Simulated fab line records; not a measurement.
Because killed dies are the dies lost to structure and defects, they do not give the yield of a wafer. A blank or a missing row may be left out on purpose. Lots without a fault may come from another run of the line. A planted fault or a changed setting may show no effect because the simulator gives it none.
8D (eight disciplines) problem report, filled in by code :: flow gf180mcu :: the parts of the form that need people (team, actions taken, sign-off) are left out

## 1. WHAT WENT WRONG
At GF_M5_CD_MEAS_07, cd_nm averages 304.9 nm over 5 wafers from 2 lots, while fault-free wafers read 280.2 nm, standard deviation 1.2. Measured from the usual mean, that is +21 standard deviations.
The step: target cd 280 nm.
The first sign was on wafer L924.4 at day 29 18:51, on cd_sem-02. The record holds 32 wafers of 11 lots with a number at this step. Rule for "out" (also "out of limits"): further than 4 standard deviations from the usual mean. The other wafers with a number count as sound.

## 2. WHAT IT IS; WHAT IT IS NOT
question: which readings at this step
is: cd_nm
is not: -

question: which lots
is: L924, L925
is not: L914, L915, L918, L922, L923, L927, L929, L934, L936

question: which wafers of those lots
is: all that have a number
is not: -

question: read on which gauges
is: cd_sem-01, cd_sem-02
is not: -

question: when
is: from day 29 18:51
is not: up to then (15 sound wafers); but 12 sound wafers of L927, L929, L934, L936 came after

## 3. SUSPECTS, AND WHAT RULES EACH OUT
Counting: a tool stays on the suspect list if, at a process step up to the reading, it processed all lots that are out and no sound lot following the first of them.
- the gauge at GF_M5_CD_MEAS_07 has been ruled out. The wafers that are out were read on 2 gauges (cd_sem-01, cd_sem-02).
- litho_track-02 at GF_M5_SOFTBAKE_03 (time 60 s): kept. Every lot that is out went through it, starting with L924 (day 29 09:28), and after that it ran no sound lot; the last sound lot it ran before then is L923 (day 29 03:23). Its own heater_power_total_W, plate_temp_C readings are out on those wafers.
After counting, what remains is litho_track-02 at GF_M5_SOFTBAKE_03.

## 4. THE CAUSE (what the simulator had put in)
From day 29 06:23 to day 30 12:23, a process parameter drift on litho_track-02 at GF_M5_SOFTBAKE_03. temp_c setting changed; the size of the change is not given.
This tool alone remained once counting was done.

## 5. THE EFFECT CHAIN, in route order
Each row: a reading where the mean over the struck wafers with a number is more than 3 standard deviations away from the usual. Only readings for which the record gives a usual standard deviation are gone through. hours: the time from each lot's start at the first step in this table that gives one to its start at this step, as a median over the lots. sigmas: the change in usual standard deviations.
hours: 0
step: GF_M5_SOFTBAKE_03
reading: heater_power_total_W
usual: 93.06 W
on struck wafers: 81.43
change: -11.63
sigmas: -99 or more

hours: 0
step: GF_M5_SOFTBAKE_03
reading: plate_temp_C
usual: 130.00 C
on struck wafers: 117.40
change: -12.60
sigmas: -84

hours: 9
step: GF_M5_CD_MEAS_07
reading: cd_nm
usual: 280.2 nm
on struck wafers: 304.9
change: +24.7
sigmas: +21

hours: 13
step: GF_M5_STRIP_11
reading: strip_time_to_endpoint_s
usual: 7.57 s
on struck wafers: 7.74
change: +0.17
sigmas: +4.4
The process steps in it:
- GF_M5_SOFTBAKE_03: time 60 s.
- GF_M5_STRIP_11: strips in O2/N2.

## 6. WHAT WOULD HAVE CAUGHT IT SOONER
12 hours passed between the start of the fault at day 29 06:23 and the first reading out of limits at a measuring or inspecting step in this record, taken at day 29 18:51.
Tool's own readings at GF_M5_SOFTBAKE_03, heater_power_total_W, plate_temp_C: out on all struck wafers the step has rows for; an alarm limit on them would have tripped on the first.
Among the 2 lots that are out, L925 began GF_M5_SOFTBAKE_03 on litho_track-02 after day 29 18:51. Holding the tool at that time would have saved it.
